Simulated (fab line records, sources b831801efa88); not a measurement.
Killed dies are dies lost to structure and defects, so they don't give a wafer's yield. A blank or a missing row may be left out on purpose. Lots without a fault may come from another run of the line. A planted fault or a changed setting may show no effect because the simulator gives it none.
Problem report in the 8D (eight disciplines) form, filled by code | flow sky130 | the parts of the form that need people (team, actions taken, sign-off) are left out

1. THE PROBLEM
chamber_pressure_pa at SKY_METAL1_SPUTTER_04 reads a mean of 0.4369 Pa on 6 wafers of 2 lots; wafers without a fault read 0.4000 Pa with a standard deviation of 0.00084. That is +44 standard deviations from the usual mean.
The step: material TiN, target thk 70 nm, time 58.3 s.
First seen on wafer L708.2, day 36 17:38, on pvd_sputter-03. The record holds 42 wafers of 14 lots with a number at this step. Rule for "out", or "out of limits": more than 4 standard deviations from the usual mean. The other wafers with a number count as sound.

2. WHAT IT IS AND WHAT IT IS NOT
question                    | is                     | is not
which readings at this step | chamber_pressure_pa    | -
which lots                  | L708, L709             | L693, L694, L696, L697, L698, L699, L700, L701, L702, L703, L706, L715
which wafers of those lots  | all that have a number | -
read on which tools         | pvd_sputter-03         | pvd_sputter-01, pvd_sputter-04
when                        | from day 36 17:38      | up to then (33 sound wafers); but 3 sound wafers of L715 came after

3. SUSPECTS, AND WHAT RULES EACH OUT
Counting: a tool at a process step up to the reading stays a suspect if it ran every lot that is out and no sound lot after the first of them.
- pvd_sputter-03 at SKY_METAL1_SPUTTER_04 (material TiN, target thk 70 nm, time 58.3 s): ruled out as a lasting fault. Sound lots L715 ran on it after its first lot that is out, L708 (day 36 17:38).
Left after counting: nothing in the record.

4. THE CAUSE (what the simulator had put in)
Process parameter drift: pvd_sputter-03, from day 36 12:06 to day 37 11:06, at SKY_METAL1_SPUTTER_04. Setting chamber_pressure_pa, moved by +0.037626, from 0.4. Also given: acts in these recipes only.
Counting ruled it out, wrongly.

5. THE CHAIN OF EFFECTS, in route order
Each row: a reading whose mean over the struck wafers that have a number lies more than 3 standard deviations from the usual. Only readings for which the record gives a usual standard deviation are gone through. hours: the time from each lot's start at the first step in this table that gives one to its start at this step, as a median over the lots. sigmas: the change in usual standard deviations.
hours | step                  | reading             | usual     | on struck wafers | change  | sigmas
0     | SKY_METAL1_SPUTTER_04 | chamber_pressure_pa | 0.4000 Pa | 0.4369           | +0.0369 | +44
The process steps in it:
- SKY_METAL1_SPUTTER_04: material TiN, target thk 70 nm, time 58.3 s.

6. WHAT WOULD HAVE CAUGHT IT SOONER
In this record the first reading out of limits was taken at day 36 17:38, 6 hours after the fault began at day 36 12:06.
